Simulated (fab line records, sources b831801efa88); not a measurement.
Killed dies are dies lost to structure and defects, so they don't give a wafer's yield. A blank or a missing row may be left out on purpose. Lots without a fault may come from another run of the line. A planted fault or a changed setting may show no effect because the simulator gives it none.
Chamber matching | flow sky130 | SKY_CONTACT_ETCH_17 on rie_diel-04: 4 sister chambers
The step etches SiO2 in C4F8/O2/Ar, stops on Si3N4, target depth 340 nm. 4 wafers are shown with their chamber, then 7 later ones without.

WAFERS WITH THEIR CHAMBER
wafer  | chamber | oes_product_au (a.u.)
L322.1 | 2       | 0.892
L332.3 | 0       | 0.884
L333.1 | 3       | 0.904
L333.3 | 1       | 0.883

WAFERS WITHOUT THEIR CHAMBER
wafer  | oes_product_au (a.u.)
L333.6 | 0.887
L335.1 | 0.898
L335.3 | 0.893
L335.6 | 0.891
L341.1 | 0.889
L341.3 | 0.886
L341.6 | 0.888

WHICH CHAMBER EACH WENT THROUGH
wafer  | from the rows above          | in truth
L333.6 | can't be placed: 0 or 1 or 2 | 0
L335.1 | can't be placed: 2 or 3      | 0
L335.3 | 2                            | 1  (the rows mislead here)
L335.6 | can't be placed: 2 or 0      | 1
L341.1 | can't be placed: 2 or 0 or 1 | 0
L341.3 | can't be placed: 0 or 1 or 2 | 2
L341.6 | can't be placed: 0 or 2 or 1 | 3
Placed correctly: 0 of 7. Can't be placed from these rows: 6 (the true chamber is among the candidates in 3). Placed wrongly: 1.
How it was worked out, from the rows above alone: a wafer's distance from a chamber is the root of the sum, over the readings, of the square of ((its reading less the chamber's mean) divided by the reading's scatter). The wafer belongs to the nearest chamber; if the next one is less than 2 further off, it can't be placed. A chamber's mean is the mean of its shown wafers. The scatter: with one shown wafer a chamber, the root of the mean of the squares of how far each hidden wafer lies from its nearest shown one.
